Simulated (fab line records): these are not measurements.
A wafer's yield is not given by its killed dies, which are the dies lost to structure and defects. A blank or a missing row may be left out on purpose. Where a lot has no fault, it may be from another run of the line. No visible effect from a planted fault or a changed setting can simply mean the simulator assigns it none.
A struck lot beside a sound one    flow sky130    15 out of 708 route steps
Sound: these wafers, L388.2, L388.4, L388.5. Struck: wafer L403.6 (L403.1, L403.2, from the same lot, were not struck and are left out); the cause is given at the end.
Order at every step that has rows: each side's tool, ch and its chambers, its first start. Under that, the readings that differ: sound wafers    struck wafers    difference of the means    sigmas: that difference in standard deviations of wafers without a fault.
alike: same words and numbers on both sides, and readings whose means sit less than 2 such deviations apart. not compared: any withheld reading, any reading some wafer has no value for, any bound like >300 that may hide the same value, and any number with overlapping values for which the record gives no deviation.
A row with sigmas, a row that says differs or no value, or rows on one side alone: a step with any of these is where the two part. Numbers that don't overlap but have no deviation are shown without sigmas and don't part them. Lack of a reading on every wafer of one side parts them only where that side has two or more wafers.

SKY_METAL4_METAL_ETCH_18: etches the open film in Cl2/BCl3, stops on SiO2, target depth 845 nm, time 183.1 s.
  sound on rie metal-02 ch 0, day 43 06:45; struck on rie metal-02 ch 1, day 46 21:19
  alike: chamber pressure mTorr, drypump motor current A, oes product au, throttle valve pct
  not compared: rf hours counter h
SKY_METAL4_STRIP_19: strips in O2/N2.
  sound on plasma asher-01 ch 0,1, day 43 06:59; struck on plasma asher-04 ch 1, day 46 21:29
reading                       sound              struck  difference  sigmas
drypump motor current A (A)   6.17 6.25 6.23     5.67    -0.55       -3
oes product au (a.u.)         0.498 0.490 0.495  0.508   +0.014      +2
strip time to endpoint s (s)  6.41 6.44 6.45     6.69    +0.26       +3
  alike: chamber pressure mTorr
  not compared: rf hours counter h
then, 4 steps without rows for these wafers: SKY_METAL4_STRIP_20 (strips in post etch residue remover, time 1200 s); SKY_METAL4_CLEAN_21 (cleans in IPA, time 180 s); SKY_METAL4_CLEAN_22 (cleans in O3/DIW); SKY_VIA4_HDPCVD_00 (deposits SiO2, target thk 1750 nm, time 291.7 s).
SKY_VIA4_THK_MEAS_01:
  struck on film metro-01, day 46 22:16; sound on film metro-01, day 43 08:06
  alike: VIA4_HDPCVD_THK
SKY_VIA4_CMP_02: polishes SiO2.
  sound on cmp-01 ch 0,1,2, day 43 08:12; struck on cmp-02 ch 1, day 46 22:23
  alike: motor current A
SKY_VIA4_BOW_MEAS_03:
  struck on film metro-02, day 46 22:38; sound on film metro-01, day 43 08:28
  alike: VIA4_BOW
then, 3 steps without rows for these wafers: SKY_VIA4_DEHYDRATE_04 (time 60 s); SKY_VIA4_HMDS_05 (prime time 60 s); SKY_VIA4_COAT_06 (resist thk 1140 nm).
SKY_VIA4_SOFTBAKE_07: time 60 s.
  sound on litho track-02 ch 0, day 43 19:17; struck on litho track-04 ch 0, day 47 09:05
reading           sound              struck  difference  sigmas
run length s (s)  89.27 89.24 89.23  93.54   +4.29       +23
then, 1 step without rows for these wafers: SKY_VIA4_EXPOSE_08 (exposes mask VIM4, target cd 800 nm).
-- the record jumps here: 3 days lie between the struck wafers' starts before and after (it left off in module VIA4 and takes up again in module PAD_OPEN, whose first step shown is number 708 of the route) --
SKY_PAD_OPEN_PROBE_99:
  struck on prober-01, day 50 03:38; sound on prober-02, day 47 02:20
  alike: defect limited yield, killed_at_M0_to_M3, killed_at_M4_up, killed at contacts, killed at front end, killed at other, killed dies, killed open, killed short, sort_bin_3_pad_short, sort_bin_5_function, sort_bin_6_memory, sort n pass, sort yield pct

== WHERE THEY PART ==
At SKY_METAL4_STRIP_19 first; at SKY_VIA4_SOFTBAKE_07 last (within this record only). Later steps at which nothing parts them and some readings are alike: SKY_PAD_OPEN_PROBE_99.

WHY: the cause the simulator had injected
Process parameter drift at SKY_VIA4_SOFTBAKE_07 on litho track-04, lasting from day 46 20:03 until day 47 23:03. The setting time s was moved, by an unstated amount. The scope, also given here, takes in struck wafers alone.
